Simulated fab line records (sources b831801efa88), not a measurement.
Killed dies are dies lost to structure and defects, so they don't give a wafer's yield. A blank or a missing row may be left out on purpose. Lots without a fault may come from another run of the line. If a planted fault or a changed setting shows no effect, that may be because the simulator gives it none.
Which tool is to blame? -- flow gf180mcu -- Sampling: 15 lots, 45 wafers, 4 of 602 route steps

WHAT THE GAUGES READ, wafer by wafer
The record lacks any reading of a measuring or inspecting step that a usual standard deviation could be used to judge.

WHAT TOOL EACH LOT RAN ON (gives the tool, then ch and the chambers of the sampled wafers, and finally the start)
lot,GF_NSD_DEVELOP_06,GF_M1_SPUTTER_01,GF_V1_ETCH_16,GF_V1_STRIP_18
L866,"litho-track-04 ch 0, day 13 01:37","pvd-sputter-03, day 15 20:32","rie-diel-03 ch 2,3, day 17 17:40","plasma-asher-02 ch 0,1, day 17 17:48"
L867,"litho-track-04 ch 0, day 13 05:36","pvd-sputter-01, day 15 23:52","rie-diel-01 ch 0,1,2, day 17 22:34","plasma-asher-01 ch 0, day 17 22:41"
L868,"litho-track-03 ch 0, day 13 14:37","pvd-sputter-04, day 16 09:19","rie-diel-03 ch 2,3, day 18 09:01","plasma-asher-01 ch 0,1, day 18 09:08"
L869,"litho-track-02 ch 0, day 14 04:08","pvd-sputter-03, day 17 00:14","rie-diel-03 ch 0,3, day 19 00:28","plasma-asher-01 ch 0,1, day 19 00:36"
L870,"litho-track-02 ch 0, day 14 06:28","pvd-sputter-04, day 17 02:25","rie-diel-03 ch 0,2,3, day 19 03:52","plasma-asher-01 ch 0,1, day 19 04:02"
L871,"litho-track-03 ch 0, day 14 12:52","pvd-sputter-01, day 17 09:22","rie-diel-01 ch 1,3, day 19 11:10","plasma-asher-03 ch 0,1, day 19 11:18"
L872,"litho-track-02 ch 0, day 15 03:32","pvd-sputter-01, day 18 02:01","rie-diel-02 ch 2,3, day 20 04:07","plasma-asher-03 ch 0,1, day 20 04:15"
L874,"litho-track-02 ch 0, day 16 01:43","pvd-sputter-01, day 19 02:49","rie-diel-01 ch 2,3, day 21 04:55","plasma-asher-03 ch 0,1, day 21 05:03"
L875,"litho-track-03 ch 0, day 16 17:47","pvd-sputter-04, day 19 19:20","rie-diel-02 ch 1,2,3, day 21 20:37","plasma-asher-03 ch 0,1, day 21 20:44"
L878,"litho-track-04 ch 0, day 17 22:35","pvd-sputter-01, day 21 01:49","rie-diel-01 ch 1,2, day 23 01:55","plasma-asher-02 ch 0,1, day 23 02:03"
L879,"litho-track-04 ch 0, day 18 09:26","pvd-sputter-03, day 21 12:40","rie-diel-01 ch 0,2,3, day 23 11:40","plasma-asher-03 ch 0,1, day 23 11:47"
L885,"litho-track-04 ch 0, day 20 08:17","pvd-sputter-03, day 23 10:43","rie-diel-03 ch 1,3, day 25 09:01","plasma-asher-01 ch 0,1, day 25 09:09"
L888,"litho-track-04, day 20 22:05","pvd-sputter-01, day 23 22:34","rie-diel-02 ch 0,3, day 25 20:31","plasma-asher-01 ch 0,1, day 25 20:38"
L887,"litho-track-02, day 20 23:59","pvd-sputter-01, day 24 02:46","rie-diel-03 ch 1,2, day 25 23:34","plasma-asher-02 ch 0,1, day 25 23:44"
L889,"litho-track-02, day 21 14:46","pvd-sputter-01, day 24 14:43","rie-diel-03 ch 0,2,3, day 26 11:20","plasma-asher-01 ch 0,1, day 26 11:28"
- GF_NSD_DEVELOP_06: develop time 60 s.
- GF_M1_SPUTTER_01: material TiN, target thk 30 nm, time 25 s.
- GF_V1_ETCH_16: etches BARC in N2/H2.
- GF_V1_STRIP_18: strips in O2/N2.

WHAT THE TOOLS THEMSELVES READ (means of the sampled wafers that have a number; where no wafer has one, the mark that the record gives instead)
GF_NSD_DEVELOP_06. Usual: chill-plate-temp-C 23.00 C, standard deviation 0.11.
lot,tool,chill-plate-temp-C (C),flag
L866,litho-track-04,22.86,
L867,litho-track-04,22.94,
L868,litho-track-03,23.03,
L869,litho-track-02,23.00,
L870,litho-track-02,23.06,
L871,litho-track-03,22.96,
L872,litho-track-02,23.09,
L874,litho-track-02,22.86,
L875,litho-track-03,23.12,
L878,litho-track-04,22.98,
L879,litho-track-04,22.94,
L885,litho-track-04,23.02,
L888,litho-track-04,-,OFF
L887,litho-track-02,-,OFF
L889,litho-track-02,-,OFF

GF_M1_SPUTTER_01. Usual: throttle-valve-pct 29.7 %, standard deviation 1.5.
lot,tool,throttle-valve-pct (%),flag
L866,pvd-sputter-03,30.1,
L867,pvd-sputter-01,31.7,
L868,pvd-sputter-04,29.4,
L869,pvd-sputter-03,29.0,
L870,pvd-sputter-04,29.4,
L871,pvd-sputter-01,31.0,
L872,pvd-sputter-01,30.4,
L874,pvd-sputter-01,29.3,
L875,pvd-sputter-04,29.6,
L878,pvd-sputter-01,30.0,
L879,pvd-sputter-03,29.3,
L885,pvd-sputter-03,29.9,
L888,pvd-sputter-01,29.5,
L887,pvd-sputter-01,30.2,
L889,pvd-sputter-01,29.2,

GF_V1_ETCH_16. Usual: drypump-motor-current-A 5.6 A, standard deviation 0.38; oes-product-au 0.855 a.u., standard deviation 0.0045; throttle-valve-pct 13.224 %, standard deviation 0.0085.
lot,tool,drypump-motor-current-A (A),oes-product-au (a.u.),throttle-valve-pct (%),flag
L866,rie-diel-03,5.7,0.860,13.215,
L867,rie-diel-01,5.5,0.857,13.225,
L868,rie-diel-03,5.8,0.857,13.215,
L869,rie-diel-03,5.8,0.857,13.226,
L870,rie-diel-03,5.7,0.853,13.222,
L871,rie-diel-01,5.3,0.857,13.226,
L872,rie-diel-02,5.6,0.857,13.227,
L874,rie-diel-01,5.6,0.856,13.221,
L875,rie-diel-02,5.8,0.853,13.225,
L878,rie-diel-01,5.2,0.852,13.218,
L879,rie-diel-01,6.0,0.857,13.226,
L885,rie-diel-03,5.6,0.851,13.223,
L888,rie-diel-02,5.5,0.855,13.216,
L887,rie-diel-03,5.5,0.852,13.223,
L889,rie-diel-03,5.7,0.851,13.218,

GF_V1_STRIP_18. Usual: drypump-motor-current-A 5.6 A, standard deviation 0.36; heater-power-w 345 W, standard deviation 22; oes-product-au 0.592 a.u., standard deviation 0.0047.
lot,tool,drypump-motor-current-A (A),heater-power-w (W),oes-product-au (a.u.),flag
L866,plasma-asher-02,5.1,334,0.589,
L867,plasma-asher-01,5.7,377,0.592,
L868,plasma-asher-01,5.6,365,0.592,
L869,plasma-asher-01,5.5,371,0.591,
L870,plasma-asher-01,5.5,363,0.586,
L871,plasma-asher-03,6.0,345,0.594,
L872,plasma-asher-03,6.0,344,0.592,
L874,plasma-asher-03,6.0,347,0.595,
L875,plasma-asher-03,6.0,339,0.592,
L878,plasma-asher-02,5.1,325,0.592,
L879,plasma-asher-03,6.0,339,0.590,
L885,plasma-asher-01,5.4,347,0.594,
L888,plasma-asher-01,5.6,370,0.594,
L887,plasma-asher-02,5.3,339,0.590,
L889,plasma-asher-01,5.5,366,0.597,

THE ANSWER, worked out from the rows above alone
Rule: a lot is off if the mean of its wafers that have a number lies more than 3 standard deviations from the usual mean. Also off: a lot with no number at a reading for which 4 or more lots have one. The other lots that the step has rows for count as sound. The gauges are gone through in route order, then the tools' own readings, and for those a lot's mean is taken as printed above. At the first step where some lot is off, the reading lying furthest off is the one used; lots without a number count as furthest.
Off: L888, L887, L889, at GF_NSD_DEVELOP_06 (chill-plate-temp-C). Without a number there: L888, L887, L889.
A tool fits if, at that step or a process step before it, it ran every lot that is off, and no sound lot after the first of them. Not one of the candidates tried fits.

WHAT HAD BEEN PUT IN BY THE SIMULATOR
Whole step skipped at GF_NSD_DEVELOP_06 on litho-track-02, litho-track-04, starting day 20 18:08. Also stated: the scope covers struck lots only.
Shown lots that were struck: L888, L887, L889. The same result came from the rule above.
